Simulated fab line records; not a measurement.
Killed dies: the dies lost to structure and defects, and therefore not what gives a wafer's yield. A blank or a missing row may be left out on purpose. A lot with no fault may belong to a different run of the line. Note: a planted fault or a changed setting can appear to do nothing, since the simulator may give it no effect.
Problem report, 8D (eight disciplines) form, completed by code + flow gf180mcu + the parts of the form that need people (team, actions taken, sign-off) are left out

1. PROBLEM STATEMENT
heater_power_total_W at GF_V5_PEB_12 reads a mean of 89.09 W on 2 wafers of 1 lot; wafers without a fault read 85.71 W with a standard deviation of 0.085. That puts it +40 standard deviations away from the usual mean.
The step: peb time 90 s.
First seen on wafer L180.5, day 30 18:37, on litho_track-01. The record holds 14 wafers of 5 lots with a number at this step. Rule for "out" (also "out of limits"): further than 4 standard deviations from the usual mean. The rest of the wafers with a number are treated as sound.

2. WHAT IT IS, WHAT IT ISN'T
| question                    | is                     | is not                                                                   |
|-----------------------------|------------------------|--------------------------------------------------------------------------|
| which readings at this step | heater_power_total_W   | resist_line_temp_C                                                       |
| which lots                  | L180                   | L168, L169, L185, L188                                                   |
| which wafers of those lots  | all that have a number | -                                                                        |
| read on which tools         | litho_track-01         | litho_track-03, litho_track-04                                           |
| when                        | from day 30 18:37      | up to then (6 sound wafers); but 6 sound wafers of L185, L188 came after |

3. SUSPECTS, AND WHAT RULES EACH OUT
Counting: any tool at a process step up to the reading is kept as a suspect provided that every lot that is out went through it and no sound lot did after the first of them.
- pecvd-01 at GF_V5_CVD_02 (deposits SiO2 from TEOS, target thk 1450 nm, time 163.28 s): ruled out as a lasting fault. Following L180 (day 30 00:32), the first lot on it that is out, the sound lots L185, L188 were run on it.
- cmp-02 at GF_V5_CMP_04 (polishes SiO2): ruled out as a lasting fault. Following L180 (day 30 00:51), the first lot on it that is out, the sound lots L185, L188 were run on it.
- litho_track-01 at GF_V5_PEB_12 (peb time 90 s): kept. It ran the lot that is out, L180 (day 30 18:37), and no sound lot after that; its last sound lot up to then is L169 (day 27 05:02). On those wafers its own readings are out: heater_power_total_W.
Left after counting: litho_track-01 at GF_V5_PEB_12.

4. THE CAUSE (what the simulator had put in)
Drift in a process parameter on litho_track-01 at GF_V5_PEB_12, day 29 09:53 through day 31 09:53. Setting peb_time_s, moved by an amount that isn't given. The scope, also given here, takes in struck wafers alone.
Only this tool survived the counting.

5. SEQUENCE OF EFFECTS, ordered by route
Each row: a reading where the mean over the struck wafers with a number is more than 3 standard deviations away from the usual. Readings are gone through only where the record gives a usual standard deviation; hours: the median, over the lots, of the time from a lot's start at the first step in this table giving one to that lot's start at this step; sigmas: the change measured in usual standard deviations.
| hours | step             | reading              | usual    | on struck wafers | change | sigmas |
|-------|------------------|----------------------|----------|------------------|--------|--------|
| 0     | GF_V5_PEB_12     | heater_power_total_W | 85.71 W  | 89.09            | +3.38  | +40    |
| 0     | GF_V5_CD_MEAS_14 | cd_nm                | 260.0 nm | 255.9            | -4.1   | -3.5   |
Process steps it contains:
- GF_V5_PEB_12: peb time 90 s.
Later measuring or inspecting steps at which every struck wafer that the step has a row for has a number for every such reading, and none has moved that far: GF_V5_OVL_MEAS_15.

6. HOW IT WOULD HAVE BEEN CAUGHT EARLIER
The fault began at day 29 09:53; the first out-of-limits reading in this record came at day 30 18:37, 33 hours later.
